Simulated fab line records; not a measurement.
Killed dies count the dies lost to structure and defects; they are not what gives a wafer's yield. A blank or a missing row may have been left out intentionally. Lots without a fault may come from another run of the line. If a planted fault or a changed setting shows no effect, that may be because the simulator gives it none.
The tool behind it: which one? ; flow gf180mcu ; 24 lots with 72 wafers sampled at 6 steps, on a route of 602 steps

WHAT THE GAUGES READ, wafer by wafer
GF_SAB_THK_MEAS_01. Usual: SAB_CVD_00_THK 50.0 nm, standard deviation 0.58.
lot;measured;on;SAB_CVD_00_THK (nm);flag
L074;day 14 04:20;film-metro-02;50.1 49.8 50.6;
L075;day 14 14:58;film-metro-01;49.2 49.9 50.7;
L076;day 14 19:20;film-metro-02;49.6 50.3 50.8;
L077;day 15 06:55;film-metro-02;49.6 49.7 50.0;
L078;day 15 09:52;film-metro-03;49.2 50.0 50.5;
L079;day 15 22:43;film-metro-02;49.6 50.0 50.0;
L080;day 16 12:13;film-metro-01;48.9 49.4 49.5;
L081;day 16 16:26;film-metro-01;49.3 49.8 49.9;
L082;day 17 03:01;film-metro-03;50.1 49.9 51.0;
L083;day 17 08:36;film-metro-02;50.2 50.7 51.0;
L084;day 17 18:20;film-metro-03;50.0 50.7 50.3;
L085;day 18 03:10;film-metro-02;50.9 50.9 50.3;
L086;day 18 15:17;film-metro-02;49.3 49.4 50.3;
L087;day 19 05:08;film-metro-01;50.7 51.0 50.9;
L088;day 19 17:07;film-metro-03;49.0 48.9 50.0;
L089;day 19 22:34;film-metro-03;50.1 50.3 51.1;
L090;day 20 02:41;film-metro-02;49.4 49.8 50.7;
L091;day 20 07:40;film-metro-02;49.7 50.2 50.2;
L092;day 20 21:26;film-metro-03;49.8 50.0 50.8;
L093;day 21 02:14;film-metro-03;49.5 50.2 50.1;
L094;day 21 10:25;film-metro-01;50.0 50.8 50.1;
L095;day 21 14:55;film-metro-03;49.5 50.0 50.8;
L096;day 21 18:19;film-metro-01;50.3 50.1 49.8;
L097;day 22 05:16;film-metro-03;49.6 49.8 51.1;

GF_M3_CD_MEAS_14 targets a cd of 280 nm. Usual: 279.4 nm for cd-nm, sd 1.
lot;measured;on;cd-nm (nm);flag
L074;day 21 08:04;cd-sem-02;279.9 280.8 281.2;
L075;day 21 17:49;cd-sem-01;278.3 279.1 278.3;
L076;day 21 22:49;cd-sem-01;280.4 279.5 278.9;
L077;day 22 11:22;cd-sem-01;279.4 280.1 279.0;
L078;day 22 15:53;cd-sem-02;279.4 279.0 279.0;
L079;day 23 03:31;cd-sem-02;279.7 279.3 278.4;
L080;day 23 17:40;cd-sem-01;279.4 278.2 277.5;
L081;day 23 21:36;cd-sem-01;279.6 279.0 280.8;
L082;day 24 06:46;cd-sem-01;279.4 281.7 279.9;
L083;day 24 13:11;cd-sem-01;280.0 279.6 280.6;
L084;day 25 00:39;cd-sem-02;278.7 277.6 277.4;
L085;day 25 06:44;cd-sem-01;278.5 278.4 278.1;
L086;day 25 19:16;cd-sem-01;280.0 280.0 279.6;
L087;day 26 06:59;cd-sem-01;279.5 279.7 280.2;
L088;day 26 16:50;cd-sem-01;280.0 280.2 280.0;
L089;day 26 21:33;cd-sem-01;279.3 278.8 278.8;
L090;day 27 01:58;cd-sem-01;278.0 276.5 277.0;
L091;day 27 05:23;cd-sem-02;280.3 280.7 281.3;
L092;day 27 17:22;cd-sem-02;277.8 278.9 278.9;
L093;day 27 21:21;cd-sem-01;280.8 278.6 280.4;
L094;day 28 04:53;cd-sem-01;279.0 279.1 277.9;
L095;day 28 09:19;cd-sem-02;281.0 281.1 281.5;
L096;day 28 09:49;cd-sem-01;278.9 279.0 278.1;
L097;day 28 20:07;cd-sem-01;278.6 280.1 279.3;

GF_V4_THK_MEAS_25: measures by xrf. Usual: V4_W_THK 361 nm, standard deviation 7.7.
lot;measured;on;V4_W_THK (nm);flag
L074;day 24 11:37;film-metro-04;345 352 347;
L075;day 24 19:46;film-metro-04;353 353 353;
L076;day 25 00:13;film-metro-01;378 363 372;
L077;day 25 11:36;film-metro-01;370 369 382;
L078;day 25 17:09;film-metro-01;366 370 370;
L079;day 26 03:26;film-metro-01;355 357 352;
L080;day 26 16:37;film-metro-01;353 353 355;
L081;day 26 20:08;film-metro-03;360 356 370;
L082;day 27 04:13;film-metro-01;359 355 353;
L083;day 27 10:47;film-metro-04;357 358 354;
L084;day 27 21:25;film-metro-01;357 361 361;
L085;day 28 03:01;film-metro-01;357 362 358;
L086;day 28 14:09;film-metro-04;374 362 370;
L087;day 29 01:24;film-metro-04;354 349 351;
L088;day 29 11:15;film-metro-01;360 370 363;
L089;day 29 13:50;film-metro-01;363 360 357;
L090;day 29 18:35;film-metro-04;348 361 354;
L091;day 29 21:57;film-metro-01;362 367 359;
L092;day 30 08:19;film-metro-01;370 366 370;
L093;day 30 11:17;film-metro-01;360 360 369;
L094;day 30 18:25;film-metro-03;366 363 359;
L095;day 30 22:47;film-metro-01;368 365 366;
L096;day 30 23:38;film-metro-01;366 364 366;
L097;day 31 09:23;film-metro-01;365 360 365;

GF_V5_CD_MEAS_14 targets a cd of 260 nm. Usual: 260.2 nm for cd-nm, sd 1.4.
lot;measured;on;cd-nm (nm);flag
L074;day 27 05:44;cd-sem-02;257.9 258.3 259.0;
L075;day 27 13:52;cd-sem-02;260.1 260.9 259.4;
L076;day 27 16:48;cd-sem-02;258.5 258.7 257.9;
L077;day 28 03:52;cd-sem-01;260.2 260.3 260.8;
L078;day 28 09:11;cd-sem-02;260.7 261.6 262.2;
L079;day 28 18:15;cd-sem-01;259.5 260.8 260.6;
L080;day 29 06:38;cd-sem-01;259.3 259.1 259.2;
L081;day 29 09:43;cd-sem-01;259.9 260.1 260.7;
L082;day 29 17:49;cd-sem-02;260.4 259.7 259.7;
L083;day 29 23:02;cd-sem-01;260.7 260.8 260.4;
L084;day 30 08:54;cd-sem-02;261.8 261.2 263.1;
L085;day 30 14:20;cd-sem-01;259.6 260.8 260.4;
L086;day 30 23:44;cd-sem-01;260.0 259.6 259.3;
L087;day 31 11:17;cd-sem-02;261.6 262.7 262.2;
L088;day 31 19:01;cd-sem-02;261.9 261.9 262.6;
L089;day 31 22:19;cd-sem-01;259.2 259.4 258.6;
L090;day 32 03:28;cd-sem-02;259.6 260.0 259.1;
L091;day 32 05:35;cd-sem-02;263.5 261.8 262.6;
L092;day 32 14:26;cd-sem-01;260.2 259.5 259.5;
L093;day 32 18:31;cd-sem-02;257.6 258.3 258.5;
L094;day 33 01:16;cd-sem-01;258.6 259.8 258.7;
L095;day 33 03:35;cd-sem-01;261.1 260.9 259.6;
L096;day 33 04:44;cd-sem-01;261.2 260.6 260.9;
L097;day 33 12:14;cd-sem-01;258.4 257.8 257.8;

WHICH TOOL RAN EACH LOT (tool, then ch and the chambers of the sampled wafers, then the start)
lot;GF_V1_ETCH_16;GF_M5_PEB_05
L074;rie-diel-04 ch 1,2, day 18 01:49;litho-track-02 ch 0, day 27 05:44 or earlier
L075;rie-diel-02 ch 0,2,3, day 18 13:07;litho-track-02 ch 0, day 27 13:52 or earlier
L076;rie-diel-04 ch 0,1,3, day 18 17:34;litho-track-04 ch 0, day 27 16:48 or earlier
L077;rie-diel-03 ch 1,2,3, day 19 06:33;litho-track-04 ch 0, day 28 03:52 or earlier
L078;rie-diel-03 ch 1,3, day 19 11:51;litho-track-01 ch 0, day 28 09:11 or earlier
L079;rie-diel-02 ch 0,2,3, day 19 23:10;litho-track-01 ch 0, day 28 18:15 or earlier
L080;rie-diel-03 ch 1,2,3, day 20 14:39;litho-track-04 ch 0, day 29 06:38 or earlier
L081;rie-diel-04 ch 0,2,3, day 20 17:55;litho-track-02 ch 0, day 29 09:43 or earlier
L082;rie-diel-03 ch 0,1,3, day 21 05:27;litho-track-04 ch 0, day 29 17:49 or earlier
L083;rie-diel-03 ch 0,1,3, day 21 11:42;litho-track-02 ch 0, day 29 23:02 or earlier
L084;rie-diel-04 ch 0,2, day 22 00:09;litho-track-02 ch 0, day 30 08:54 or earlier
L085;rie-diel-03 ch 2,3, day 22 06:48;litho-track-02 ch 0, day 30 14:20 or earlier
L086;rie-diel-02 ch 0,1,2, day 22 19:28;litho-track-04 ch 0, day 30 23:44 or earlier
L087;rie-diel-03 ch 0,1,3, day 23 08:12;litho-track-04 ch 0, day 31 11:17 or earlier
L088;rie-diel-02 ch 0,1,3, day 23 19:21;litho-track-04 ch 0, day 31 19:01 or earlier
L089;rie-diel-03 ch 0,2,3, day 23 23:54;litho-track-04 ch 0, day 31 22:19 or earlier
L090;rie-diel-04 ch 0,1, day 24 04:57;litho-track-02 ch 0, day 32 03:28 or earlier
L091;rie-diel-02 ch 1,2,3, day 24 09:39;litho-track-04 ch 0, day 32 05:35 or earlier
L092;rie-diel-03 ch 0,2,3, day 24 22:48;litho-track-04 ch 0, day 32 14:26 or earlier
L093;rie-diel-03 ch 0,2,3, day 25 01:54;litho-track-04 ch 0, day 32 18:31 or earlier
L094;rie-diel-03 ch 1,2, day 25 09:42;litho-track-04 ch 0, day 33 01:16 or earlier
L095;rie-diel-02 ch 0,1,2, day 25 15:06;litho-track-01 ch 0, day 33 03:35 or earlier
L096;rie-diel-04 ch 0,2,3, day 25 16:57;litho-track-04 ch 0, day 33 04:44 or earlier
L097;rie-diel-03 ch 0,1,2, day 26 03:03;litho-track-02 ch 0, day 33 12:14 or earlier
- GF_V1_ETCH_16: etches BARC in N2/H2.
- GF_M5_PEB_05: peb time 94.48 s.

AS READ BY THE TOOLS THEMSELVES (means over the sampled wafers that have a number; for cases with no such wafer, the mark the record gives instead)
GF_V1_ETCH_16. Usual: drypump-motor-current-A 5.9 A, standard deviation 0.45; oes-product-au 0.855 a.u., standard deviation 0.0045; throttle-valve-pct 13.225 %, standard deviation 0.0086.
lot;tool;drypump-motor-current-A (A);oes-product-au (a.u.);throttle-valve-pct (%);flag
L074;rie-diel-04;5.8;0.856;13.223;
L075;rie-diel-02;6.4;0.854;13.222;
L076;rie-diel-04;5.8;0.855;13.215;
L077;rie-diel-03;5.8;0.854;13.212;
L078;rie-diel-03;5.9;0.855;13.228;
L079;rie-diel-02;6.4;0.854;13.223;
L080;rie-diel-03;5.8;0.855;13.224;
L081;rie-diel-04;6.1;0.854;13.224;
L082;rie-diel-03;5.8;0.854;13.225;
L083;rie-diel-03;5.8;0.855;13.226;
L084;rie-diel-04;6.3;0.856;13.225;
L085;rie-diel-03;5.9;0.852;13.223;
L086;rie-diel-02;6.4;0.857;13.224;
L087;rie-diel-03;5.8;0.854;13.219;
L088;rie-diel-02;6.5;0.859;13.228;
L089;rie-diel-03;5.6;0.854;13.223;
L090;rie-diel-04;6.0;0.853;13.218;
L091;rie-diel-02;6.3;0.861;13.218;
L092;rie-diel-03;5.6;0.848;13.226;
L093;rie-diel-03;5.7;0.848;13.224;
L094;rie-diel-03;5.7;0.851;13.221;
L095;rie-diel-02;6.4;0.857;13.227;
L096;rie-diel-04;6.1;0.857;13.225;
L097;rie-diel-03;5.5;0.857;13.231;

GF_M5_PEB_05. Usual: exhaust-pa 44.9 Pa, standard deviation 0.9; plate-sensor-t-centre-C 136.13 C, standard deviation 0.01; plate-sensor-t-edge-C 136.3 C, standard deviation 0.0093.
lot;tool;exhaust-pa (Pa);plate-sensor-t-centre-C (C);plate-sensor-t-edge-C (C);flag
L074;litho-track-02;45.0;136.14;136.3;
L075;litho-track-02;44.7;136.14;136.3;
L076;litho-track-04;44.4;136.14;136.3;
L077;litho-track-04;44.2;136.13;136.3;
L078;litho-track-01;44.9;136.13;136.3;
L079;litho-track-01;44.2;136.13;136.3;
L080;litho-track-04;45.8;136.13;136.3;
L081;litho-track-02;45.1;136.13;136.3;
L082;litho-track-04;43.8;136.12;136.3;
L083;litho-track-02;45.2;136.14;136.3;
L084;litho-track-02;44.6;136.13;136.3;
L085;litho-track-02;44.0;136.13;136.3;
L086;litho-track-04;45.3;136.13;136.3;
L087;litho-track-04;45.1;136.13;136.3;
L088;litho-track-04;45.5;136.13;136.3;
L089;litho-track-04;45.1;136.13;136.3;
L090;litho-track-02;45.3;136.13;136.3;
L091;litho-track-04;44.7;136.13;136.3;
L092;litho-track-04;45.7;136.13;136.3;
L093;litho-track-04;44.8;136.13;136.3;
L094;litho-track-04;43.6;136.13;136.3;
L095;litho-track-01;44.2;136.13;136.3;
L096;litho-track-04;46.3;136.13;136.3;
L097;litho-track-02;45.1;136.13;136.3;

THE ANSWER, worked out from the rows above alone
Rule: a lot counts as off when the mean over its wafers that have a number is more than 3 standard deviations away from the usual mean. Also off: a lot with no number at a reading for which 4 or more lots have one. Where the step has rows for the other lots, those lots are counted as sound. After the gauges, taken in route order, come the tools' own readings; for these a lot's mean is taken, as printed above. At the first step where some lot is off, the reading lying furthest off is the one used; lots without a number count as furthest.
Nothing can be told from this: no lot is off at any reading shown.

WHAT THE SIMULATOR PUT IN
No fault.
